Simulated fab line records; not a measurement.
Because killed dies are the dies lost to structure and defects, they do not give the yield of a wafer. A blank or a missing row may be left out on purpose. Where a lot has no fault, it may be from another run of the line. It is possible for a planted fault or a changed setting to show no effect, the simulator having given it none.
Shared-tool check :: flow sky130 :: 39 wafers sampled across 13 lots

== REASON FOR OPENING ==
At SKY_VT_ADJUST_LVTN_TW_MEAS_10 the reading VT_ADJUST_LVTN_TW is flagged on 1 of 13 lots. No-fault wafers: 240.5, standard deviation 1.3.
Rule: a lot gets a flag if all its wafers with a number sit over 4 standard deviations from that mean, or if no wafer of it has a number. All remaining lots are regarded as sound.

lot: L812
measured: day 7 00:00
on: filmMetro-01
VT_ADJUST_LVTN_TW, wafer by wafer: 240.0 240.5 241.2
flag: 

lot: L813
measured: day 7 06:40
on: filmMetro-02
VT_ADJUST_LVTN_TW, wafer by wafer: 240.8 242.0 241.7
flag: 

lot: L814
measured: day 7 14:07
on: filmMetro-04
VT_ADJUST_LVTN_TW, wafer by wafer: 242.1 241.1 240.4
flag: 

lot: L816
measured: day 8 03:14
on: filmMetro-01
VT_ADJUST_LVTN_TW, wafer by wafer: 239.7 239.6 239.1
flag: 

lot: L819
measured: day 8 20:37
on: filmMetro-02
VT_ADJUST_LVTN_TW, wafer by wafer: 241.1 241.0 242.1
flag: 

lot: L820
measured: day 9 03:51
on: filmMetro-04
VT_ADJUST_LVTN_TW, wafer by wafer: 240.3 240.8 241.0
flag: 

lot: L823
measured: day 9 16:16
on: filmMetro-04
VT_ADJUST_LVTN_TW, wafer by wafer: 240.3 241.2 241.4
flag: 

lot: L824
measured: day 10 09:17
on: filmMetro-02
VT_ADJUST_LVTN_TW, wafer by wafer: 30.1 30.0 30.1
flag: FLAGGED

lot: L825
measured: day 10 15:55
on: filmMetro-01
VT_ADJUST_LVTN_TW, wafer by wafer: 239.9 239.5 239.1
flag: 

lot: L832
measured: day 12 15:13
on: filmMetro-01
VT_ADJUST_LVTN_TW, wafer by wafer: 240.4 240.9 240.2
flag: 

lot: L833
measured: day 12 21:49
on: filmMetro-04
VT_ADJUST_LVTN_TW, wafer by wafer: 239.5 240.5 239.5
flag: 

lot: L834
measured: day 13 03:00
on: filmMetro-01
VT_ADJUST_LVTN_TW, wafer by wafer: 239.5 240.7 239.9
flag: 

lot: L835
measured: day 13 05:18
on: filmMetro-02
VT_ADJUST_LVTN_TW, wafer by wafer: 243.3 243.7 242.5
flag: 
Averaged over the flagged lots the numbers come to 30.1, -210.4 from the usual (-99 or more standard deviations).

== WHICH TOOL EACH LOT WENT THROUGH ==
Before the reading, the record contains 2 process steps out of a 708-step route. Read each cell as the tool, then ch plus the chambers that the sampled wafers visited, then the start.
lot: L812
flag: 
SKY_VT_ADJUST_HVTP_STRIP_10: plasmaAsher-04 ch 1, day 6 04:46
SKY_VT_ADJUST_LVTN_STRIP_09: plasmaAsher-03 ch 1, day 6 23:53

lot: L813
flag: 
SKY_VT_ADJUST_HVTP_STRIP_10: plasmaAsher-02 ch 0,1, day 6 11:29
SKY_VT_ADJUST_LVTN_STRIP_09: plasmaAsher-03 ch 0,1, day 7 06:34

lot: L814
flag: 
SKY_VT_ADJUST_HVTP_STRIP_10: plasmaAsher-04 ch 0,1, day 6 18:06
SKY_VT_ADJUST_LVTN_STRIP_09: plasmaAsher-03 ch 0,1, day 7 14:02

lot: L816
flag: 
SKY_VT_ADJUST_HVTP_STRIP_10: plasmaAsher-02 ch 0, day 7 06:40
SKY_VT_ADJUST_LVTN_STRIP_09: plasmaAsher-01 ch 0,1, day 8 03:08

lot: L819
flag: 
SKY_VT_ADJUST_HVTP_STRIP_10: plasmaAsher-02 ch 0,1, day 7 23:32
SKY_VT_ADJUST_LVTN_STRIP_09: plasmaAsher-01 ch 0,1, day 8 20:31

lot: L820
flag: 
SKY_VT_ADJUST_HVTP_STRIP_10: plasmaAsher-03 ch 0,1, day 8 06:16
SKY_VT_ADJUST_LVTN_STRIP_09: plasmaAsher-01 ch 0,1, day 9 03:44

lot: L823
flag: 
SKY_VT_ADJUST_HVTP_STRIP_10: plasmaAsher-04 ch 0,1, day 8 19:03
SKY_VT_ADJUST_LVTN_STRIP_09: plasmaAsher-04 ch 0,1, day 9 16:11

lot: L824
flag: FLAGGED
SKY_VT_ADJUST_HVTP_STRIP_10: plasmaAsher-04 ch 0,1, day 9 10:52
SKY_VT_ADJUST_LVTN_STRIP_09: plasmaAsher-04 ch 0,1, day 10 09:11

lot: L825
flag: 
SKY_VT_ADJUST_HVTP_STRIP_10: plasmaAsher-03 ch 0,1, day 9 17:21
SKY_VT_ADJUST_LVTN_STRIP_09: plasmaAsher-01 ch 0,1, day 10 15:50

lot: L832
flag: 
SKY_VT_ADJUST_HVTP_STRIP_10: plasmaAsher-02 ch 0,1, day 11 14:39
SKY_VT_ADJUST_LVTN_STRIP_09: plasmaAsher-03 ch 0,1, day 12 15:08

lot: L833
flag: 
SKY_VT_ADJUST_HVTP_STRIP_10: plasmaAsher-04 ch 0,1, day 11 20:15
SKY_VT_ADJUST_LVTN_STRIP_09: plasmaAsher-01 ch 0,1, day 12 21:44

lot: L834
flag: 
SKY_VT_ADJUST_HVTP_STRIP_10: plasmaAsher-04 ch 0,1, day 12 02:16
SKY_VT_ADJUST_LVTN_STRIP_09: plasmaAsher-03 ch 0,1, day 13 02:53

lot: L835
flag: 
SKY_VT_ADJUST_HVTP_STRIP_10: plasmaAsher-02 ch 0,1, day 12 03:50
SKY_VT_ADJUST_LVTN_STRIP_09: plasmaAsher-04 ch 0,1, day 13 05:11
What is done by these steps:
- SKY_VT_ADJUST_HVTP_STRIP_10: strips in O2/N2.
- SKY_VT_ADJUST_LVTN_STRIP_09: strips in O2/N2.
- SKY_VT_ADJUST_LVTN_TW_MEAS_10

== FLAGGED AGAINST TOTAL, ONE TOOL AT A TIME (gauges that did the reading follow at the end) ==
step: SKY_VT_ADJUST_HVTP_STRIP_10
tool: plasmaAsher-02
lots run: 5
flagged: 0
share of the flagged lots: none
sound lots run after its first flagged lot: -

step: SKY_VT_ADJUST_HVTP_STRIP_10
tool: plasmaAsher-03
lots run: 2
flagged: 0
share of the flagged lots: none
sound lots run after its first flagged lot: -

step: SKY_VT_ADJUST_HVTP_STRIP_10
tool: plasmaAsher-04
lots run: 6
flagged: 1
share of the flagged lots: all
sound lots run after its first flagged lot: 2 (L833,L834)

step: SKY_VT_ADJUST_LVTN_STRIP_09
tool: plasmaAsher-01
lots run: 5
flagged: 0
share of the flagged lots: none
sound lots run after its first flagged lot: -

step: SKY_VT_ADJUST_LVTN_STRIP_09
tool: plasmaAsher-03
lots run: 5
flagged: 0
share of the flagged lots: none
sound lots run after its first flagged lot: -

step: SKY_VT_ADJUST_LVTN_STRIP_09
tool: plasmaAsher-04
lots run: 3
flagged: 1
share of the flagged lots: all
sound lots run after its first flagged lot: 1 (L835)

step: SKY_VT_ADJUST_LVTN_TW_MEAS_10
tool: filmMetro-01
lots run: 5
flagged: 0
share of the flagged lots: none
sound lots run after its first flagged lot: -

step: SKY_VT_ADJUST_LVTN_TW_MEAS_10
tool: filmMetro-02
lots run: 4
flagged: 1
share of the flagged lots: all
sound lots run after its first flagged lot: 1 (L835)

step: SKY_VT_ADJUST_LVTN_TW_MEAS_10
tool: filmMetro-04
lots run: 4
flagged: 0
share of the flagged lots: none
sound lots run after its first flagged lot: -

== WHAT THE TABLE PERMITS ==
Every flagged lot was run by 3 rows of the table: plasmaAsher-04 at SKY_VT_ADJUST_HVTP_STRIP_10, plasmaAsher-04 at SKY_VT_ADJUST_LVTN_STRIP_09 and filmMetro-02 at SKY_VT_ADJUST_LVTN_TW_MEAS_10.
- plasmaAsher-04 at SKY_VT_ADJUST_HVTP_STRIP_10 ran 6 lots, 1 of them flagged. Lots that were sound ran on it after the first flagged one (L833, L834); a persistent fault on the entire tool would not allow that. Its own readings lie more than 4 standard deviations out on every wafer of the flagged lots: oesProductAu.
- plasmaAsher-04 at SKY_VT_ADJUST_LVTN_STRIP_09 ran 3 lots, 1 of them flagged. Lots that were sound ran on it after the first flagged one (L835); a persistent fault on the entire tool would not allow that. Its own readings lie more than 4 standard deviations out on every wafer of the flagged lots: stripTimeToEndpointS.
- filmMetro-02 at SKY_VT_ADJUST_LVTN_TW_MEAS_10 ran 4 lots, 1 of them flagged. Lots that were sound ran on it after the first flagged one (L835); a persistent fault on the entire tool would not allow that.
Every row of the table either missed a flagged lot or ran a sound lot after the first.

== WHAT THE SIMULATOR PUT IN ==
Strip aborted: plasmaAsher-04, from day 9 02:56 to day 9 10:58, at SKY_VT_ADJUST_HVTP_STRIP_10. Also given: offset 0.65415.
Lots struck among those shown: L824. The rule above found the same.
